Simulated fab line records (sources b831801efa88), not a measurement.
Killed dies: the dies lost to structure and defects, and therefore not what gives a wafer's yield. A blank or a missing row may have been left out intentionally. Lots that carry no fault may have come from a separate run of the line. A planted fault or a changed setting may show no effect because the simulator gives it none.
fab line records -- flow sky130
record lots=7, wafers=21, last-day=50
route steps=708 shown POLY_GATE@235 LDD_N@237 LDD_P@255 PAD_OPEN@708
lots with no fault: from the same line, run without faults
start-h: hours from the record's first day to the start of the lot's first wafer shown -- wait-h: how many hours have passed since the lot's step before this one -- " unchanged from the row above -- L1.1+2: several wafers, shown together as one row -- - value missing, or start not given -- * or withheld: withheld -- < > ~ a bound
route shown NAME@n: NAME is a module with steps in the file, n the number in the route of the first one -- usual: mean/standard deviation of fault-free wafers -- same: alike in all rows -- chamber/n: place in a boat -- sites: per-site readings -- _std_site: how widely they spread, as a standard deviation -- _edge_site: outer sites' mean less inner sites' -- radius-mm: how far each site lies from the wafer's centre -- mask NAME#n: copy n -- behind: tool/chamber where the wafer was last shaped -- hold: the reason the lot was held/the length of the hold in hours/how it ended -- device: names the non-switching transistor (n, p or np) -- end of line: tests of these same wafers at the route's end -- a step without rows: its recipe alone -- killed: the dies lost at the first sort to structure and to defects; this is not the yield of the wafer -- map: dies across one wafer; x = killed, . = not, _ = none there
set.NAME: the setting the step ran with; set.NAME@STEP: the setting that earlier step ran with -- model.NAME: the simulator's own value behind a step, which no gauge read
a table for each step, a row for each wafer; lots at some steps of the route
services: from which hour (start-h, from the record's first day; less than 0 if before it) a tool's chamber was out of use, for how many hours, and why
## steps
# step SKY_POLY_GATE_THK_MEAS_21
# recipe reads=SiO2_of_POLY_GATE_OXIDATION_20
# usual POLY_GATE_OXIDATION_THK=4.01/0.073
lot.wafer,tool,chamber,start-h,wait-h,POLY_GATE_OXIDATION_THK[nm]
L812.1,film-metro-01,-,383.70,0.0,4.06
L812.5,film-metro-01,-,383.70,0.0,3.98
L812.6,film-metro-01,-,383.70,0.0,4.07
L813.4,film-metro-03,-,393.92,0.0,4.09
L813.5,film-metro-03,-,393.92,0.0,4.10
L813.6,film-metro-03,-,393.92,0.0,4.05
L816.3,film-metro-01,-,414.08,0.0,4.02
L816.5,film-metro-01,-,414.08,0.0,4.06
L816.6,film-metro-01,-,414.08,0.0,4.08
L823.1,film-metro-03,-,476.62,0.0,3.99
L823.2,film-metro-03,-,476.62,0.0,4.04
L823.3,film-metro-03,-,476.62,0.0,4.04
L825.3,film-metro-01,-,496.84,0.0,4.07
L825.4,film-metro-01,-,496.84,0.0,4.05
L825.5,film-metro-01,-,496.84,0.0,4.06
L828.2,film-metro-01,-,520.31,0.0,3.88
L828.3,film-metro-01,-,520.31,0.0,3.91
L828.4,film-metro-01,-,520.31,0.0,3.96
L833.1,film-metro-01,-,569.03,0.0,3.99
L833.4,film-metro-01,-,569.03,0.0,3.94
L833.6,film-metro-01,-,569.03,0.0,3.92
# step SKY_POLY_GATE_CD_MEAS_22
# usual cd-nm=149/3
lot.wafer,tool,chamber,start-h,wait-h,cd-nm
L812.1,cd-sem-01,-,383.76,0.1,151
L812.5,cd-sem-01,-,383.76,0.1,147
L812.6,cd-sem-01,-,383.76,0.1,149
L813.4,cd-sem-02,-,394.03,0.1,146
L813.5,cd-sem-02,-,394.03,0.1,150
L813.6,cd-sem-02,-,394.03,0.1,150
L816.3,cd-sem-01,-,414.18,0.1,144
L816.5,cd-sem-01,-,414.18,0.1,153
L816.6,cd-sem-01,-,414.18,0.1,149
L823.1,cd-sem-01,-,476.68,0.1,148
L823.2,cd-sem-01,-,476.68,0.1,148
L823.3,cd-sem-01,-,476.68,0.1,148
L825.3,cd-sem-02,-,496.93,0.1,148
L825.4,cd-sem-02,-,496.93,0.1,153
L825.5,cd-sem-02,-,496.93,0.1,149
L828.2,cd-sem-02,-,520.39,0.1,148
L828.3,cd-sem-02,-,520.39,0.1,146
L828.4,cd-sem-02,-,520.39,0.1,148
L833.1,cd-sem-02,-,569.09,0.1,143
L833.4,cd-sem-02,-,569.09,0.1,146
L833.6,cd-sem-02,-,569.09,0.1,143
# step SKY_LDD_N_DEHYDRATE_00
# recipe temp-c=200, time-s=60
# step SKY_LDD_N_HMDS_01
# recipe prime-time-s=60, prime-temp-c=120
# step SKY_LDD_N_COAT_02
# recipe resist=NOVOLAK, spin-rpm=3000, resist-thk-nm=300
# step SKY_LDD_N_SOFTBAKE_03
# recipe temp-c=88.91, time-s=60, resist=NOVOLAK
# step SKY_LDD_N_EXPOSE_04
# recipe mask-id=NTM, target-cd-nm=840, na=0.6, source-shape=conventional, sigma-outer=0.6, dose-mj=110
# step SKY_LDD_N_PEB_05
# recipe temp-c=withheld, time-s=*, resist=NOVOLAK
# step SKY_LDD_N_DEVELOP_06
# recipe develop-time-s=60, dev-temp-c=23
# step SKY_LDD_N_OVL_MEAS_07
# usual LDD_N_OVL=1.8/1.4
lot.wafer,tool,chamber,start-h,wait-h,LDD_N_OVL[nm]
L812.1,overlay-02,-,412.44,0.1,1.2
L812.5,overlay-02,-,412.44,0.1,1.5
L812.6,overlay-02,-,412.44,0.1,-0.5
L813.4,overlay-01,-,423.06,0.1,1.6
L813.5,overlay-01,-,423.06,0.1,3.9
L813.6,overlay-01,-,423.06,0.1,-0.6
L816.3,overlay-02,-,444.39,0.1,0.7
L816.5,overlay-02,-,444.39,0.1,1.6
L816.6,overlay-02,-,444.39,0.1,-0.4
L823.1,overlay-01,-,506.73,0.1,-0.3
L823.2,overlay-01,-,506.73,0.1,2.6
L823.3,overlay-01,-,506.73,0.1,1.8
L825.3,overlay-01,-,528.00,0.1,-0.2
L825.4,overlay-01,-,528.00,0.1,0.8
L825.5,overlay-01,-,528.00,0.1,0.5
L828.2,overlay-02,-,550.39,0.1,0.4
L828.3,overlay-02,-,550.39,0.1,2.2
L828.4,overlay-02,-,550.39,0.1,1.9
L833.1,overlay-02,-,597.94,0.1,1.6
L833.4,overlay-02,-,597.94,0.1,3.8
L833.6,overlay-02,-,597.94,0.1,2.4
# step SKY_LDD_N_IMPLANT_08
# recipe species=As, energy-kev=20, dose-cm2=7.5e+13, tilt-deg=withheld, rotation-deg=23
# step SKY_LDD_N_IMPLANT_09
# recipe species=As, energy-kev=20, dose-cm2=7.5e+13, tilt-deg=withheld, rotation-deg=113
# step SKY_LDD_N_IMPLANT_10
# recipe species=As, energy-kev=20, dose-cm2=7.5e+13, tilt-deg=withheld, rotation-deg=203
lot.wafer,tool,chamber,start-h,wait-h
L812.1+5+6,implanter-04,0,412.77,0.1
L813.4+5+6,implanter-03,0,423.45,0.1
L816.3+5+6,implanter-04,0,444.77,0.1
L823.1+2+3,implanter-03,0,507.07,0.1
L823.1+2+3,implanter-03,0,507.38,0.3
L825.3+4+5,implanter-03,0,528.37,0.1
L825.3+4+5,implanter-02,0,528.69,0.3
L828.2+3+4,implanter-04,0,550.74,0.1
L828.2+3+4,implanter-04,0,551.06,0.3
L833.1+4+6,implanter-04,0,598.27,0.1
# step SKY_LDD_N_IMPLANT_11
# recipe species=As, energy-kev=20, dose-cm2=7.5e+13, tilt-deg=withheld, rotation-deg=293
# step SKY_LDD_N_IMPLANT_12
# recipe species=BF2, energy-kev=50, dose-cm2=5e+12, tilt-deg=30, rotation-deg=0
# step SKY_LDD_N_IMPLANT_13
# recipe species=BF2, energy-kev=50, dose-cm2=5e+12, tilt-deg=30, rotation-deg=90
# step SKY_LDD_N_IMPLANT_14
# recipe species=BF2, energy-kev=50, dose-cm2=5e+12, tilt-deg=30, rotation-deg=180
# step SKY_LDD_N_IMPLANT_15
# recipe species=BF2, energy-kev=50, dose-cm2=5e+12, tilt-deg=30, rotation-deg=270
# step SKY_LDD_N_STRIP_16
# recipe chemistry=O2/N2, power-w=1400, pressure-mtorr=1500, platen-temp-c=withheld, o2-flow-sccm=3000, n2-flow-sccm=300, overash-fraction=0.5
# usual drypump-motor-current-A=5.8/0.42, o2-flow-sccm=3000/8.9, oes-product-au=0.407/0.0049, strip-time-to-endpoint-s=4.328/0.015
lot.wafer,tool,chamber,start-h,wait-h,drypump-motor-current-A,o2-flow-sccm,oes-product-au,rf-hours-counter-h,strip-time-to-endpoint-s
L812.1,plasma-asher-03,1,415.99,0.1,6.3,3002,0.405,60,4.367
L812.5,plasma-asher-03,0,415.99,0.1,5.2,3009,0.408,-,4.353
L812.6,plasma-asher-03,1,415.99,0.1,6.3,2997,0.412,-,4.338
L813.4,plasma-asher-03,1,424.31,0.1,6.3,2998,0.405,-,4.335
L813.5,plasma-asher-03,0,424.31,0.1,5.2,3013,0.413,-,4.326
L813.6,plasma-asher-03,1,424.31,0.1,6.3,2995,0.411,-,4.317
L816.3,plasma-asher-03,1,445.65,0.1,6.3,3000,0.417,-,4.350
L816.5,plasma-asher-03,0,445.65,0.1,5.2,3007,0.411,-,4.343
L816.6,plasma-asher-03,1,445.65,0.1,6.3,3001,0.406,-,4.348
L823.1,plasma-asher-02,1,508.44,0.1,5.9,3007,0.412,8,4.546
L823.2,plasma-asher-02,0,508.44,0.1,5.6,3008,0.407,8,4.531
L823.3,plasma-asher-02,1,508.44,0.1,5.9,3005,0.405,-,4.513
L825.3,plasma-asher-02,1,531.49,0.1,5.8,2986,0.415,-,4.544
L825.4,plasma-asher-02,0,531.49,0.1,5.6,2994,0.416,-,4.554
L825.5,plasma-asher-02,0,531.49,0.1,5.6,2998,0.412,-,4.542
L828.2,plasma-asher-01,1,551.93,0.1,6.1,3000,0.405,45,4.538
L828.3,plasma-asher-01,0,551.93,0.1,5.5,3008,0.409,-,4.550
L828.4,plasma-asher-01,1,551.93,0.1,6.1,3009,0.408,-,4.531
L833.1,plasma-asher-01,0,599.17,0.1,5.5,3004,0.411,50,4.345
L833.4,plasma-asher-01,1,599.17,0.1,6.1,3001,0.412,-,4.346
L833.6,plasma-asher-01,1,599.17,0.1,6.1,3000,0.404,-,4.332
# step SKY_LDD_N_TW_MEAS_17
# usual LDD_N_TW=2595/19
lot.wafer,tool,chamber,start-h,wait-h,LDD_N_TW
L812.1,film-metro-03,-,416.09,0.1,2601
L812.5,film-metro-03,-,416.09,0.1,2597
L812.6,film-metro-03,-,416.09,0.1,2604
L813.4,film-metro-02,-,424.40,0.1,2604
L813.5,film-metro-02,-,424.40,0.1,2586
L813.6,film-metro-02,-,424.40,0.1,2617
L816.3,film-metro-04,-,445.74,0.1,2596
L816.5,film-metro-04,-,445.74,0.1,2606
L816.6,film-metro-04,-,445.74,0.1,2601
L823.1,film-metro-04,-,508.54,0.1,2743
L823.2,film-metro-04,-,508.54,0.1,2736
L823.3,film-metro-04,-,508.54,0.1,2736
L825.3,film-metro-02,-,531.57,0.1,2671
L825.4,film-metro-02,-,531.57,0.1,2654
L825.5,film-metro-02,-,531.57,0.1,2652
L828.2,film-metro-03,-,552.04,0.1,2684
L828.3,film-metro-03,-,552.04,0.1,2676
L828.4,film-metro-03,-,552.04,0.1,2698
L833.1,film-metro-03,-,599.27,0.1,2576
L833.4,film-metro-03,-,599.27,0.1,2597
L833.6,film-metro-03,-,599.27,0.1,2577
# step SKY_LDD_P_DEHYDRATE_00
# recipe temp-c=200, time-s=60
# step SKY_PAD_OPEN_PROBE_99
# usual killed_at_M0_to_M3=43/7.7, killed_at_M4_up=2.9/1.7, killed-at-contacts=24/5.5, killed-at-front-end=15/4, killed-at-other=0.4/0.66, killed-dies=86/9.4, killed-open=47/6.7, killed-short=38/6.2
# same gross-dies=492, killed-at-back-side=0
lot.wafer,tool,chamber,start-h,wait-h,killed_at_M0_to_M3,killed_at_M4_up,killed-at-contacts,killed-at-front-end,killed-at-other,killed-dies,killed-open,killed-short,model.etest.tip-n.rs-ohm-sq,model.etest.nfet_01v8_swapped.vt-sat-v,model.etest.nfet_01v8_turned.vt-sat-v
L812.1,prober-01,-,1081.70,0.1,29,5,21,20,1,76,39,37,447.6,0.6519,0.6531
L812.5,prober-01,-,1081.90,0.2,50,3,38,20,0,111,62,49,447.8,0.6563,0.6542
L812.6,prober-01,-,1081.95,0.2,36,3,30,17,0,86,49,36,449.3,0.6571,0.6561
L813.4,prober-02,-,1093.10,0.2,33,5,30,21,4,93,53,37,443.8,0.6519,0.6522
L813.5,prober-02,-,1093.15,0.2,50,4,17,16,1,88,42,45,444.4,0.6582,0.6537
L813.6,prober-02,-,1093.20,0.2,51,4,20,10,0,85,56,29,442.9,0.6607,0.6628
L816.3,prober-01,-,1105.76,0.2,57,5,13,12,0,87,52,35,436.7,0.6351,0.6307
L816.5,prober-01,-,1105.86,0.2,40,3,27,18,2,90,54,36,439.7,0.6368,0.635
L816.6,prober-01,-,1105.91,0.2,34,4,23,27,0,88,46,41,441.6,0.6424,0.6394
L823.1,prober-02,-,1144.81,0.1,53,6,26,16,0,101,53,47,392,0.6431,0.6448
L823.2,prober-02,-,1144.86,0.1,40,0,18,19,1,78,39,39,393.2,0.6422,0.6441
L823.3,prober-02,-,1144.91,0.2,48,5,16,12,0,81,41,40,395.1,0.6467,0.6486
L825.3,prober-02,-,1158.07,0.2,45,2,27,18,1,93,49,44,388.3,0.6264,0.6272
L825.4,prober-02,-,1158.12,0.2,26,2,18,15,0,61,40,21,391.9,0.6367,0.6395
L825.5,prober-02,-,1158.17,0.2,48,3,23,15,0,89,53,36,389.8,0.6243,0.6327
L828.2,prober-01,-,1170.55,0.1,32,2,28,15,1,78,44,34,383.2,0.6224,0.6274
L828.3,prober-01,-,1170.60,0.2,35,3,38,20,1,97,55,41,385.5,0.6195,0.6239
L828.4,prober-01,-,1170.65,0.2,34,2,25,12,0,73,40,33,386.9,0.6192,0.6183
L833.1,prober-02,-,1199.36,0.1,44,5,31,14,0,94,50,44,441,0.6328,0.6376
L833.4,prober-02,-,1199.51,0.2,34,5,23,11,0,73,49,24,442.1,0.6414,0.6406
L833.6,prober-02,-,1199.61,0.2,35,5,28,9,0,77,42,35,437.6,0.6417,0.6411
# killed by level:class
L812.1 VIA1:geometric-particle:open=10 FIELD_ISO:geometric-particle:short=7 CONTACT:geometric-particle:open=7 VIA3:geometric-particle:open=7 FIELD_ISO:geometric-particle:open=4 LOCAL_INTERCONNECT:geometric-particle:short=4 CONTACT:geometric-particle:short=4 POLY_GATE:geometric-particle:short=3
L812.5 VIA1:geometric-particle:open=16 CONTACT:geometric-particle:open=13 LOCAL_INTERCONNECT:geometric-particle:short=10 METAL1:geometric-particle:short=8 VIA2:geometric-particle:open=7 FIELD_ISO:geometric-particle:short=6 LI_CONTACT:geometric-particle:open=6 POLY_GATE:geometric-particle:short=5
L812.6 CONTACT:geometric-particle:open=11 LI_CONTACT:geometric-particle:open=7 VIA1:geometric-particle:open=7 METAL1:geometric-particle:short=7 FIELD_ISO:geometric-particle:open=6 VIA3:geometric-particle:open=5 LOCAL_INTERCONNECT:geometric-particle:short=4 CONTACT:geometric-particle:short=4
L813.4 CONTACT:geometric-particle:open=16 LI_CONTACT:geometric-particle:open=8 VIA3:geometric-particle:open=7 VIA1:geometric-particle:short=6 POLY_GATE:geometric-particle:open=5 METAL1:geometric-particle:short=5 CONTACT:geometric-particle:short=5 POLY_GATE:geometric-particle:short=4
L813.5 CONTACT:geometric-particle:open=9 VIA1:geometric-particle:open=8 VIA1:geometric-particle:short=8 VIA2:geometric-particle:open=7 VIA3:geometric-particle:open=6 METAL1:geometric-particle:short=6 METAL2:geometric-particle:short=5 FIELD_ISO:geometric-particle:open=4
L813.6 VIA1:geometric-particle:open=15 VIA3:geometric-particle:open=10 VIA2:geometric-particle:open=8 CONTACT:geometric-particle:open=7 LI_CONTACT:geometric-particle:open=6 METAL1:geometric-particle:short=4 FIELD_ISO:geometric-particle:open=3 VIA1:geometric-particle:short=3
L816.3 VIA1:geometric-particle:open=16 VIA3:geometric-particle:open=9 VIA2:geometric-particle:open=7 LOCAL_INTERCONNECT:geometric-particle:short=5 VIA1:geometric-particle:short=5 FIELD_ISO:geometric-particle:open=4 POLY_GATE:geometric-particle:open=4 METAL2:geometric-particle:short=4
L816.5 VIA1:geometric-particle:open=14 CONTACT:geometric-particle:open=9 VIA2:geometric-particle:open=8 POLY_GATE:geometric-particle:open=6 LOCAL_INTERCONNECT:geometric-particle:short=6 VIA3:geometric-particle:open=6 POLY_GATE:geometric-particle:short=5 FIELD_ISO:geometric-particle:open=4
L816.6 CONTACT:geometric-particle:open=12 FIELD_ISO:geometric-particle:open=9 VIA3:geometric-particle:open=8 POLY_GATE:geometric-particle:short=6 VIA1:geometric-particle:short=6 VIA1:geometric-particle:open=6 FIELD_ISO:geometric-particle:short=5 POLY_GATE:geometric-particle:open=5
L823.1 CONTACT:geometric-particle:open=14 VIA1:geometric-particle:open=11 VIA1:geometric-particle:short=8 LI_CONTACT:geometric-particle:open=7 VIA3:geometric-particle:open=7 METAL1:geometric-particle:short=6 VIA2:geometric-particle:open=6 FIELD_ISO:geometric-particle:short=5
L823.2 VIA1:geometric-particle:open=8 POLY_GATE:geometric-particle:open=6 LOCAL_INTERCONNECT:geometric-particle:short=6 METAL2:geometric-particle:short=6 LI_CONTACT:geometric-particle:open=5 VIA2:geometric-particle:short=5 VIA2:geometric-particle:open=5 FIELD_ISO:geometric-particle:short=4
L823.3 VIA1:geometric-particle:open=12 VIA2:geometric-particle:open=7 METAL1:geometric-particle:short=6 METAL2:geometric-particle:short=6 CONTACT:geometric-particle:short=5 CONTACT:geometric-particle:open=5 VIA3:geometric-particle:short=5 VIA1:geometric-particle:short=5
L825.3 CONTACT:geometric-particle:open=10 VIA2:geometric-particle:open=8 VIA3:geometric-particle:open=7 VIA1:geometric-particle:open=7 METAL2:geometric-particle:short=7 POLY_GATE:geometric-particle:short=6 LI_CONTACT:geometric-particle:open=6 LOCAL_INTERCONNECT:geometric-particle:short=6
L825.4 CONTACT:geometric-particle:open=10 VIA3:geometric-particle:open=6 FIELD_ISO:geometric-particle:open=5 VIA2:geometric-particle:open=5 POLY_GATE:geometric-particle:short=5 VIA1:geometric-particle:open=5 LI_CONTACT:geometric-particle:open=4 VIA2:geometric-particle:short=3
L825.5 VIA3:geometric-particle:open=11 CONTACT:geometric-particle:open=9 METAL1:geometric-particle:short=8 LI_CONTACT:geometric-particle:open=8 VIA2:geometric-particle:open=8 VIA1:geometric-particle:open=7 VIA1:geometric-particle:short=4 SPACER:geometric-particle:short=4
L828.2 CONTACT:geometric-particle:open=9 LI_CONTACT:geometric-particle:open=8 VIA2:geometric-particle:open=7 POLY_GATE:geometric-particle:open=5 CONTACT:geometric-particle:short=5 VIA3:geometric-particle:open=5 FIELD_ISO:geometric-particle:short=4 METAL1:geometric-particle:short=4
L828.3 CONTACT:geometric-particle:open=18 VIA1:geometric-particle:short=7 CONTACT:geometric-particle:short=6 VIA1:geometric-particle:open=6 POLY_GATE:geometric-particle:open=5 LI_CONTACT:geometric-particle:open=5 LOCAL_INTERCONNECT:geometric-particle:short=5 VIA3:geometric-particle:open=5
L828.4 CONTACT:geometric-particle:open=12 VIA1:geometric-particle:open=7 VIA1:geometric-particle:short=5 POLY_GATE:geometric-particle:short=4 LI_CONTACT:geometric-particle:open=4 CONTACT:geometric-particle:short=4 METAL2:geometric-particle:short=4 POLY_GATE:geometric-particle:open=3
L833.1 LOCAL_INTERCONNECT:geometric-particle:short=12 VIA1:geometric-particle:open=11 CONTACT:geometric-particle:open=9 METAL2:geometric-particle:short=8 VIA2:geometric-particle:open=6 VIA1:geometric-particle:short=6 VIA3:geometric-particle:open=6 FIELD_ISO:geometric-particle:open=5
L833.4 VIA1:geometric-particle:open=9 CONTACT:geometric-particle:open=7 LI_CONTACT:geometric-particle:open=6 VIA2:geometric-particle:open=6 VIA3:geometric-particle:open=5 FIELD_ISO:geometric-particle:open=4 LOCAL_INTERCONNECT:geometric-particle:short=4 POLY_GATE:geometric-particle:open=3
L833.6 LI_CONTACT:geometric-particle:open=9 CONTACT:geometric-particle:open=9 VIA2:geometric-particle:open=7 METAL1:geometric-particle:short=5 VIA3:geometric-particle:open=5 LOCAL_INTERCONNECT:geometric-particle:short=4 CONTACT:geometric-particle:short=4 VIA2:geometric-particle:short=4
## services
tool,chamber,start-h,hours,kind
implanter-03,-,417.47,5.4,repair
plasma-asher-02,-,421.25,9.0,pm
plasma-asher-02,0,421.25,9.0,vent-cycle
plasma-asher-02,1,421.25,9.0,vent-cycle
implanter-02,-,429.40,4.1,repair
plasma-asher-02,0,430.25,-,clean
plasma-asher-02,1,430.25,-,clean
plasma-asher-01,-,458.78,8.1,repair
plasma-asher-03,-,475.92,3.0,repair
implanter-03,-,479.74,6.4,pm
plasma-asher-03,-,492.63,7.9,repair
plasma-asher-02,-,512.16,2.7,pm
implanter-03,-,518.11,3.1,repair
plasma-asher-02,-,575.01,9.5,repair
## key
first-sign step=SKY_LDD_N_IMPLANT_10, reading=visit, direction=added
effect step=SKY_LDD_N_STRIP_16, reading=strip-time-to-endpoint-s, direction=up, sigmas=14, usual=*, struck=*
effect step=SKY_LDD_N_TW_MEAS_17, reading=LDD_N_TW, direction=up, sigmas=5.1, usual=2595, struck=2694
model-effect step=SKY_PAD_OPEN_PROBE_99, value=etest.tip-n.rs-ohm-sq, without=444.2, struck=389.5
met-at SKY_LDD_N_IMPLANT_10
struck-wafers L823.1,L823.2,L823.3,L825.3,L825.4,L825.5,L828.2,L828.3,L828.4
tester-left-out L823,L825,L828
fault kind=repeated-step-whole, tool=implanter-02,implanter-03,implanter-04, chamber=-, onset-h=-, steps=SKY_LDD_N_IMPLANT_10, times=1, scope=struck-lots-only
# tester-left-out: of these lots the tester's yield and bins aren't shown, on N5 and GAA mostly nor the transistor test; their killed dies are dies lost to structure and defects alone, not to doping, threshold or leakage, so they don't give the yield
